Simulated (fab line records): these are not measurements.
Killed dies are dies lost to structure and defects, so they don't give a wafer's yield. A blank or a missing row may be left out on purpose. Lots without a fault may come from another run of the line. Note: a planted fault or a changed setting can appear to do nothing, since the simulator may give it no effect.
fab line records ; flow sky130
record: lots: 12; wafers: 35; last_day: 50
route steps=708 shown CONTACT@409 METAL1@434
lots that met no fault: from a run of the same line without faults
start_h: start of the lot's first displayed wafer, in hours after the record's first day ; wait_h: how many hours have passed since the lot's step before this one ; " the same as in the row above ; L1.1+2: one row covering several wafers at once ; - value missing, or start not given ; * or withheld: withheld ; < > ~ a bound
route shown NAME@n: names a module that has steps shown in the file, with the first one's number in the route ; usual: average and standard deviation across the fault-free wafers ; same: alike in all rows ; chamber/n: place in a boat ; sites: readings site by site ; _std_site: how widely they spread, as a standard deviation ; _edge_site: inner sites' mean taken away from outer sites' mean ; radius_mm: for every site, how far away it sits from the centre of the wafer ; mask NAME#n: copy n ; behind: the tool/chamber that last shaped the wafer ; hold: reason for holding the lot/hours on hold/outcome of the hold ; device: transistor that didn't switch, given as n, p or np ; end of line: the tests these same wafers got at the end of their route ; where a step has no rows: the recipe by itself ; killed: at the first sort, the dies lost to defects and structure; wafer yield is something else ; map: the dies of a wafer, with x for killed, . for not killed, _ for no die there
set.NAME: the setting as run; set.NAME@STEP: as run at that earlier step ; model.NAME: the simulator's own value behind a step, which no gauge read
route steps across a sampled set of lots; one table per step, one row per wafer
services: the hour from which a tool's chamber was out of use, counted from the record's first day as start_h (under 0 if before that day), plus the number of hours and why
== steps ==
step: SKY_CONTACT_THK_MEAS_03
recipe: reads: SiO2_of_CONTACT_HDPCVD_02
usual: CONTACT_HDPCVD_THK: 566/4.6
lot.wafer;tool;chamber;start_h;wait_h;CONTACT_HDPCVD_THK[nm]
L961.1;film_metro-04;-;696.27;0.0;565
L961.4;film_metro-04;-;696.27;0.0;567
L961.5;film_metro-04;-;696.27;0.0;577
L962.1;film_metro-04;-;707.73;0.0;571
L962.5;film_metro-04;-;707.73;0.0;572
L962.6;film_metro-04;-;707.73;0.0;572
L964.4;film_metro-04;-;721.03;0.0;568
L964.5;film_metro-04;-;721.03;0.0;561
L964.6;film_metro-04;-;721.03;0.0;566
L969.3;film_metro-03;-;771.85;0.1;565
L969.6;film_metro-03;-;771.85;0.1;570
L967.3;film_metro-04;-;775.22;0.1;569
L967.4;film_metro-04;-;775.22;0.1;566
L967.5;film_metro-04;-;775.22;0.1;569
L976.2;film_metro-04;-;829.33;0.0;560
L976.3;film_metro-04;-;829.33;0.0;565
L976.5;film_metro-04;-;829.33;0.0;559
L979.2;film_metro-04;-;852.48;0.0;572
L979.4;film_metro-04;-;852.48;0.0;564
L979.5;film_metro-04;-;852.48;0.0;571
L980.2;film_metro-01;-;860.47;0.0;566
L980.4;film_metro-01;-;860.47;0.0;565
L980.6;film_metro-01;-;860.47;0.0;569
L981.1;film_metro-04;-;868.77;0.0;563
L981.3;film_metro-04;-;868.77;0.0;557
L981.5;film_metro-04;-;868.77;0.0;564
L982.1;film_metro-01;-;873.14;0.0;568
L982.3;film_metro-01;-;873.14;0.0;563
L982.6;film_metro-01;-;873.14;0.0;563
L983.2;film_metro-01;-;873.56;0.0;562
L983.4;film_metro-01;-;873.56;0.0;561
L983.6;film_metro-01;-;873.56;0.0;560
L984.1;film_metro-03;-;877.21;0.0;568
L984.3;film_metro-03;-;877.21;0.0;564
L984.6;film_metro-03;-;877.21;0.0;562
step: SKY_CONTACT_CD_MEAS_14
recipe: target_cd_nm: 170
usual: cd_nm: 169.7/1.7
lot.wafer;tool;chamber;start_h;wait_h;cd_nm
L961.1;cd_sem-01;-;724.43;-;174.2
L961.4;cd_sem-01;-;724.43;-;173.9
L961.5;cd_sem-01;-;724.43;-;175.4
L962.1;cd_sem-02;-;734.84;-;170.1
L962.5;cd_sem-02;-;734.84;-;169.2
L962.6;cd_sem-02;-;734.84;-;169.8
L964.4;cd_sem-02;-;749.79;-;169.7
L964.5;cd_sem-02;-;749.79;-;170.4
L964.6;cd_sem-02;-;749.79;-;169.0
L969.3;cd_sem-01;-;799.66;-;171.1
L969.6;cd_sem-01;-;799.66;-;170.2
L967.3;cd_sem-01;-;802.31;-;168.4
L967.4;cd_sem-01;-;802.31;-;168.3
L967.5;cd_sem-01;-;802.31;-;168.3
L976.2;cd_sem-02;-;855.74;-;167.8
L976.3;cd_sem-02;-;855.74;-;167.9
L976.5;cd_sem-02;-;855.74;-;167.6
L979.2;cd_sem-02;-;878.44;-;169.8
L979.4;cd_sem-02;-;878.44;-;169.9
L979.5;cd_sem-02;-;878.44;-;169.1
L980.2;cd_sem-01;-;886.15;-;171.5
L980.4;cd_sem-01;-;886.15;-;169.3
L980.6;cd_sem-01;-;886.15;-;169.1
L981.1;cd_sem-01;-;895.07;-;171.3
L981.3;cd_sem-01;-;895.07;-;170.5
L981.5;cd_sem-01;-;895.07;-;172.1
L982.1;cd_sem-02;-;898.73;-;169.3
L982.3;cd_sem-02;-;898.73;-;169.6
L982.6;cd_sem-02;-;898.73;-;171.0
L983.2;cd_sem-01;-;899.49;-;168.8
L983.4;cd_sem-01;-;899.49;-;169.7
L983.6;cd_sem-01;-;899.49;-;170.7
L984.1;cd_sem-02;-;902.62;-;168.0
L984.3;cd_sem-02;-;902.62;-;168.1
L984.6;cd_sem-02;-;902.62;-;169.7
step: SKY_METAL1_SPUTTER_00
recipe: material: Ti; target_thk_nm: 15; power_w: 3000; time_s: 10; chamber_pressure_pa: 0.4
usual: throttle_valve_pct: 29.9/1.1
lot.wafer;tool;chamber;start_h;wait_h;throttle_valve_pct
L961.1;pvd_sputter-04;-;727.26;0.2;29.1
L961.4;pvd_sputter-04;-;727.26;0.2;30.6
L961.5;pvd_sputter-04;-;727.26;0.2;31.0
L962.1;pvd_sputter-01;-;736.38;0.1;30.4
L962.5;pvd_sputter-01;-;736.38;0.1;32.1
L962.6;pvd_sputter-01;-;736.38;0.1;30.3
L964.4;pvd_sputter-02;-;751.32;0.1;30.0
L964.5;pvd_sputter-02;-;751.32;0.1;27.8
L964.6;pvd_sputter-02;-;751.32;0.1;29.8
L969.3;pvd_sputter-02;-;801.24;0.2;29.9
L969.6;pvd_sputter-02;-;801.24;0.2;27.9
L967.3;pvd_sputter-04;-;803.87;0.2;29.9
L967.4;pvd_sputter-04;-;803.87;0.2;30.4
L967.5;pvd_sputter-04;-;803.87;0.2;29.8
L976.2;pvd_sputter-04;-;857.26;0.1;30.2
L976.3;pvd_sputter-04;-;857.26;0.1;30.5
L976.5;pvd_sputter-04;-;857.26;0.1;29.0
L979.2;pvd_sputter-01;-;879.95;0.1;31.0
L979.4;pvd_sputter-01;-;879.95;0.1;32.4
L979.5;pvd_sputter-01;-;879.95;0.1;32.2
L980.2;pvd_sputter-02;-;887.67;0.1;29.6
L980.4;pvd_sputter-02;-;887.67;0.1;30.3
L980.6;pvd_sputter-02;-;887.67;0.1;29.8
L981.1;pvd_sputter-04;-;896.60;0.1;29.1
L981.3;pvd_sputter-04;-;896.60;0.1;30.6
L981.5;pvd_sputter-04;-;896.60;0.1;30.6
L982.1;pvd_sputter-02;-;900.26;0.2;29.8
L982.3;pvd_sputter-02;-;900.26;0.2;27.7
L982.6;pvd_sputter-02;-;900.26;0.2;29.4
L983.2;pvd_sputter-02;-;901.00;0.1;29.4
L983.4;pvd_sputter-02;-;901.00;0.1;27.9
L983.6;pvd_sputter-02;-;901.00;0.1;27.9
L984.1;pvd_sputter-01;-;904.19;0.2;31.0
L984.3;pvd_sputter-01;-;904.19;0.2;29.5
L984.6;pvd_sputter-01;-;904.19;0.2;30.2
step: SKY_METAL1_SPUTTER_02
recipe: material: AlCu; target_thk_nm: 250; power_w: 10600; time_s: 13.3; chamber_pressure_pa: 0.4
usual: throttle_valve_pct: 29.9/1.1
lot.wafer;tool;chamber;start_h;wait_h;throttle_valve_pct
L961.1;pvd_sputter-04;-;727.31;0.0;29.0
L961.4;pvd_sputter-04;-;727.31;0.0;30.8
L961.5;pvd_sputter-04;-;727.31;0.0;30.6
L962.1;pvd_sputter-01;-;736.43;0.0;30.3
L962.5;pvd_sputter-01;-;736.43;0.0;32.1
L962.6;pvd_sputter-01;-;736.43;0.0;30.0
L964.4;pvd_sputter-02;-;751.37;0.0;30.2
L964.5;pvd_sputter-02;-;751.37;0.0;27.7
L964.6;pvd_sputter-02;-;751.37;0.0;29.8
L969.3;pvd_sputter-02;-;801.28;0.0;30.0
L969.6;pvd_sputter-02;-;801.28;0.0;27.6
L967.3;pvd_sputter-04;-;803.92;0.0;29.9
L967.4;pvd_sputter-04;-;803.92;0.0;30.1
L967.5;pvd_sputter-04;-;803.92;0.0;29.7
L976.2;pvd_sputter-04;-;857.31;0.0;30.4
L976.3;pvd_sputter-04;-;857.31;0.0;31.0
L976.5;pvd_sputter-04;-;857.31;0.0;29.2
L979.2;pvd_sputter-01;-;880.00;0.0;31.1
L979.4;pvd_sputter-01;-;880.00;0.0;32.1
L979.5;pvd_sputter-01;-;880.00;0.0;32.3
L980.2;pvd_sputter-02;-;887.72;0.0;29.9
L980.4;pvd_sputter-02;-;887.72;0.0;30.0
L980.6;pvd_sputter-02;-;887.72;0.0;29.6
L981.1;pvd_sputter-04;-;896.65;0.0;29.1
L981.3;pvd_sputter-04;-;896.65;0.0;30.7
L981.5;pvd_sputter-04;-;896.65;0.0;31.0
L982.1;pvd_sputter-02;-;900.31;0.0;30.2
L982.3;pvd_sputter-02;-;900.31;0.0;27.8
L982.6;pvd_sputter-02;-;900.31;0.0;29.8
L983.2;pvd_sputter-02;-;901.05;0.0;29.6
L983.4;pvd_sputter-02;-;901.05;0.0;27.7
L983.6;pvd_sputter-02;-;901.05;0.0;27.8
L984.1;pvd_sputter-01;-;904.24;0.0;31.3
L984.3;pvd_sputter-01;-;904.24;0.0;29.8
L984.6;pvd_sputter-01;-;904.24;0.0;30.3
step: SKY_METAL1_RS_MEAS_05
recipe: thk_meas_gauge: four-point-probe; reads: TiN_of_METAL1_SPUTTER_04+Ti_of_METAL1_SPUTTER_03+AlCu_of_METAL1_SPUTTER_02+TiN_of_METAL1_SPUTTER_01+Ti_of_METAL1_SPUTTER_00
usual: METAL1_ALCU_RS: 0.1263/0.0011
lot.wafer;tool;chamber;start_h;wait_h;METAL1_ALCU_RS[ohm/sq]
L961.1;film_metro-03;-;727.40;0.0;0.1258
L961.4;film_metro-03;-;727.40;0.0;0.1257
L961.5;film_metro-03;-;727.40;0.0;0.1253
L962.1;film_metro-02;-;736.52;0.0;0.1253
L962.5;film_metro-02;-;736.52;0.0;0.1253
L962.6;film_metro-02;-;736.52;0.0;0.1251
L964.4;film_metro-02;-;751.52;0.1;0.1288
L964.5;film_metro-02;-;751.52;0.1;0.1278
L964.6;film_metro-02;-;751.52;0.1;0.1294
L969.3;film_metro-03;-;801.42;0.1;0.1244
L969.6;film_metro-03;-;801.42;0.1;0.1301
L967.3;film_metro-03;-;804.05;0.1;0.1283
L967.4;film_metro-03;-;804.05;0.1;0.1281
L967.5;film_metro-03;-;804.05;0.1;0.1291
L976.2;film_metro-01;-;857.42;0.0;0.1269
L976.3;film_metro-01;-;857.42;0.0;0.1261
L976.5;film_metro-01;-;857.42;0.0;0.1282
L979.2;film_metro-03;-;880.11;0.0;0.1247
L979.4;film_metro-03;-;880.11;0.0;0.1243
L979.5;film_metro-03;-;880.11;0.0;0.1255
L980.2;film_metro-01;-;887.83;0.0;0.1270
L980.4;film_metro-01;-;887.83;0.0;0.1267
L980.6;film_metro-01;-;887.83;0.0;0.1273
L981.1;film_metro-03;-;896.74;0.0;0.1258
L981.3;film_metro-03;-;896.74;0.0;0.1242
L981.5;film_metro-03;-;896.74;0.0;0.1250
L982.1;film_metro-03;-;900.40;0.0;0.1245
L982.3;film_metro-03;-;900.40;0.0;0.1261
L982.6;film_metro-03;-;900.40;0.0;0.1264
L983.2;film_metro-02;-;901.16;0.0;0.1275
L983.4;film_metro-02;-;901.16;0.0;0.1275
L983.6;film_metro-02;-;901.16;0.0;0.1269
L984.1;film_metro-02;-;904.33;0.0;0.1256
L984.3;film_metro-02;-;904.33;0.0;0.1269
L984.6;film_metro-02;-;904.33;0.0;0.1259
== services ==
tool;chamber;start_h;hours;kind
pvd_sputter-01;-;715.49;3.8;repair
pvd_sputter-04;-;722.50;4.5;repair
pvd_sputter-04;-;762.24;0.6;repair
pvd_sputter-01;-;775.26;2.5;repair
pvd_sputter-01;-;798.59;0.5;repair
pvd_sputter-02;0;861.97;-;consumable_replace:kit
pvd_sputter-02;0;861.97;18.0;scheduled_down
pvd_sputter-02;0;861.97;18.0;vent_cycle
pvd_sputter-04;2;864.68;-;consumable_replace:kit
pvd_sputter-04;2;864.68;18.0;scheduled_down
pvd_sputter-04;2;864.68;18.0;vent_cycle
pvd_sputter-01;-;876.53;3.0;repair
== key ==
first_sign: step: SKY_METAL1_RS_MEAS_05; reading: METAL1_ALCU_RS; direction: up; sigmas: 3.4; usual: 0.1263; struck: 0.1301
effect none on later readings
met_at SKY_METAL1_SPUTTER_02
struck_lots L969
struck_wafers L969.6
not_acting_at SKY_CONTACT_THK_MEAS_03,SKY_CONTACT_CD_MEAS_14,SKY_METAL1_SPUTTER_00
onset_between 751.37 801.28
fault: kind: process_parameter_drift; tool: pvd_sputter-02; chamber: -; onset_h: 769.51; steps: SKY_METAL1_SPUTTER_02; channel: time_s; offset: *; shape: step; end_h: 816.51; scope: struck_wafers_only; acts_in: *; stated: *
